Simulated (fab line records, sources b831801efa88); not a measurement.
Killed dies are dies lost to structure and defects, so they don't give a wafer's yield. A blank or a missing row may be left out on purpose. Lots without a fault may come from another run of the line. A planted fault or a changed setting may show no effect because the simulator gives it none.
Which tool did it? | flow gf180mcu | 12 lots, 36 wafers sampled, at 6 steps of a route of 602

WHAT THE GAUGES READ, wafer by wafer
GF_V3_BOW_MEAS_05. Usual: V3_BOW 122 um, standard deviation 9.6.
lot  | measured     | on            | V3_BOW (um) | flag
L895 | day 22 07:31 | film_metro-02 | 119 117 118 |
L900 | day 23 23:53 | film_metro-03 | 122 125 135 |
L902 | day 24 17:27 | film_metro-03 | 131 128 136 |
L903 | day 25 01:59 | film_metro-02 | 142 131 135 |
L905 | day 25 20:29 | film_metro-02 | 131 125 124 |
L907 | day 26 15:47 | film_metro-02 | 123 117 131 |
L910 | day 27 13:11 | film_metro-03 | 118 110 125 |
L911 | day 27 15:22 | film_metro-04 | 114 117 120 |
L912 | day 27 18:03 | film_metro-04 | 119 119 113 |
L914 | day 28 07:03 | film_metro-02 | 112 117 115 |
L915 | day 28 14:16 | film_metro-03 | 112 116 100 |
L916 | day 28 23:46 | film_metro-03 | 115 125 118 |

GF_M4_RS_MEAS_05: measures by four-point-probe. Usual: M4_ALCU_RS 0.0697 ohm/sq, standard deviation 0.00071.
lot  | measured     | on            | M4_ALCU_RS (ohm/sq)  | flag
L895 | day 23 14:58 | film_metro-01 | 0.0696 0.0706 0.0704 |
L900 | day 24 22:43 | film_metro-03 | 0.0709 0.0699 0.0697 |
L902 | day 25 16:53 | film_metro-03 | 0.0699 0.0701 0.0698 |
L903 | day 26 00:56 | film_metro-01 | 0.0694 0.0700 0.0696 |
L905 | day 26 19:31 | film_metro-01 | 0.0709 0.0699 0.0708 |
L907 | day 27 13:40 | film_metro-01 | 0.0702 0.0707 0.0705 |
L910 | day 28 09:52 | film_metro-02 | 0.0690 0.0693 0.0685 |
L911 | day 28 12:55 | film_metro-01 | 0.0691 0.0818 0.0692 | OFF
L912 | day 28 15:59 | film_metro-03 | 0.0694 0.0821 0.0693 | OFF
L914 | day 29 04:04 | film_metro-01 | 0.0692 0.0701 0.0698 |
L915 | day 29 11:38 | film_metro-01 | 0.0705 0.0704 0.0695 |
L916 | day 29 20:45 | film_metro-02 | 0.0694 0.0686 0.0697 |

GF_M4_THK_MEAS_06: measures by xrf. Usual: M4_ALCU_THK 446 nm, standard deviation 4.5.
lot  | measured     | on            | M4_ALCU_THK (nm) | flag
L895 | day 23 15:04 | film_metro-01 | 443 442 443      |
L900 | day 24 22:50 | film_metro-03 | 437 441 445      |
L902 | day 25 17:01 | film_metro-03 | 445 444 444      |
L903 | day 26 01:03 | film_metro-01 | 448 443 445      |
L905 | day 26 19:38 | film_metro-01 | 437 444 437      |
L907 | day 27 13:47 | film_metro-01 | 443 441 441      |
L910 | day 28 09:58 | film_metro-02 | 448 451 451      |
L911 | day 28 13:02 | film_metro-01 | 453 392 453      |
L912 | day 28 16:06 | film_metro-03 | 449 392 448      | OFF
L914 | day 29 04:10 | film_metro-01 | 451 444 447      |
L915 | day 29 11:45 | film_metro-01 | 444 444 450      |
L916 | day 29 20:52 | film_metro-02 | 450 452 447      |

WHICH TOOL RAN EACH LOT (tool, then ch and the chambers of the sampled wafers, then the start)
lot  | GF_V3_SPUTTER_21             | GF_V3_SPUTTER_22             | GF_M4_SPUTTER_02
L895 | pvd_sputter-03, day 23 14:02 | pvd_sputter-03, day 23 14:05 | pvd_sputter-02, day 23 14:51
L900 | pvd_sputter-04, day 24 21:37 | pvd_sputter-04, day 24 21:40 | pvd_sputter-04, day 24 22:37
L902 | pvd_sputter-04, day 25 15:59 | pvd_sputter-04, day 25 16:02 | pvd_sputter-04, day 25 16:48
L903 | pvd_sputter-01, day 26 00:01 | pvd_sputter-01, day 26 00:05 | pvd_sputter-04, day 26 00:50
L905 | pvd_sputter-01, day 26 18:37 | pvd_sputter-01, day 26 18:40 | pvd_sputter-02, day 26 19:26
L907 | pvd_sputter-04, day 27 12:36 | pvd_sputter-04, day 27 12:40 | pvd_sputter-04, day 27 13:35
L910 | pvd_sputter-01, day 28 08:55 | pvd_sputter-01, day 28 08:59 | pvd_sputter-02, day 28 09:44
L911 | pvd_sputter-04, day 28 11:54 | pvd_sputter-04, day 28 11:58 | pvd_sputter-02, day 28 12:50
L912 | pvd_sputter-03, day 28 14:57 | pvd_sputter-03, day 28 15:01 | pvd_sputter-02, day 28 15:53
L914 | pvd_sputter-03, day 29 03:07 | pvd_sputter-03, day 29 03:10 | pvd_sputter-01, day 29 03:56
L915 | pvd_sputter-01, day 29 10:43 | pvd_sputter-01, day 29 10:47 | pvd_sputter-01, day 29 11:32
L916 | pvd_sputter-04, day 29 19:48 | pvd_sputter-04, day 29 19:52 | pvd_sputter-01, day 29 20:40
- GF_V3_SPUTTER_21: material Ti, target thk 15 nm, time 80.02 s.
- GF_V3_SPUTTER_22: material TiN, target thk 10 nm, time 40 s.
- GF_M4_SPUTTER_02: material AlCu, target thk 450 nm, time 23.9 s.

WHAT THE TOOLS THEMSELVES READ (means of the sampled wafers that have a number; where no wafer has one, the mark that the record gives instead)
GF_V3_SPUTTER_21. Usual: throttle_valve_pct 29.9 %, standard deviation 1.3.
lot  | tool           | throttle_valve_pct (%) | flag
L895 | pvd_sputter-03 | 31.1                   |
L900 | pvd_sputter-04 | 29.7                   |
L902 | pvd_sputter-04 | 30.2                   |
L903 | pvd_sputter-01 | 28.7                   |
L905 | pvd_sputter-01 | 30.4                   |
L907 | pvd_sputter-04 | 29.7                   |
L910 | pvd_sputter-01 | 28.7                   |
L911 | pvd_sputter-04 | 29.9                   |
L912 | pvd_sputter-03 | 30.1                   |
L914 | pvd_sputter-03 | 30.0                   |
L915 | pvd_sputter-01 | 29.4                   |
L916 | pvd_sputter-04 | 29.6                   |

GF_V3_SPUTTER_22. Usual: throttle_valve_pct 29.9 %, standard deviation 1.3.
lot  | tool           | throttle_valve_pct (%) | flag
L895 | pvd_sputter-03 | 31.1                   |
L900 | pvd_sputter-04 | 29.6                   |
L902 | pvd_sputter-04 | 30.2                   |
L903 | pvd_sputter-01 | 28.8                   |
L905 | pvd_sputter-01 | 30.3                   |
L907 | pvd_sputter-04 | 29.9                   |
L910 | pvd_sputter-01 | 28.5                   |
L911 | pvd_sputter-04 | 29.9                   |
L912 | pvd_sputter-03 | 29.9                   |
L914 | pvd_sputter-03 | 29.8                   |
L915 | pvd_sputter-01 | 29.6                   |
L916 | pvd_sputter-04 | 29.4                   |

GF_M4_SPUTTER_02. Usual: throttle_valve_pct 30.1 %, standard deviation 1.1.
lot  | tool           | throttle_valve_pct (%) | flag
L895 | pvd_sputter-02 | 30.6                   |
L900 | pvd_sputter-04 | 30.5                   |
L902 | pvd_sputter-04 | 29.7                   |
L903 | pvd_sputter-04 | 29.9                   |
L905 | pvd_sputter-02 | 29.8                   |
L907 | pvd_sputter-04 | 29.6                   |
L910 | pvd_sputter-02 | 31.1                   |
L911 | pvd_sputter-02 | 31.0                   |
L912 | pvd_sputter-02 | 31.1                   |
L914 | pvd_sputter-01 | 28.5                   |
L915 | pvd_sputter-01 | 29.4                   |
L916 | pvd_sputter-01 | 29.6                   |

THE ANSWER, worked out from the rows above alone
Rule: a lot is off if the mean of its wafers that have a number lies more than 3 standard deviations from the usual mean. A lot without any number at a reading at which 4 lots or more have one is off too. The other lots that the step has rows for count as sound. The gauges are gone through in route order, then the tools' own readings, and for those a lot's mean is taken as printed above. The first step at which some lot is off is used, and at that step the reading that is off furthest; a lot without a number counts as furthest.
Off: L911, L912, at GF_M4_RS_MEAS_05 (M4_ALCU_RS).
A tool fits if, at a process step before that reading, it ran every lot that is off, and no sound lot after the first of them. The gauges at GF_M4_RS_MEAS_05 are tried like those tools. One fits: pvd_sputter-02 at GF_M4_SPUTTER_02. Its last sound lot is L910 (day 28 09:44), its first lot that is off L911 (day 28 12:50): a fault that began between those two fits.

WHAT THE SIMULATOR HAD PUT IN
Site profile drift: pvd_sputter-02, from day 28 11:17 on, at GF_M4_SPUTTER_02. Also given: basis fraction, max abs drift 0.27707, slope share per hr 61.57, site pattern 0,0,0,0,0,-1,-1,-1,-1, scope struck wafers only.
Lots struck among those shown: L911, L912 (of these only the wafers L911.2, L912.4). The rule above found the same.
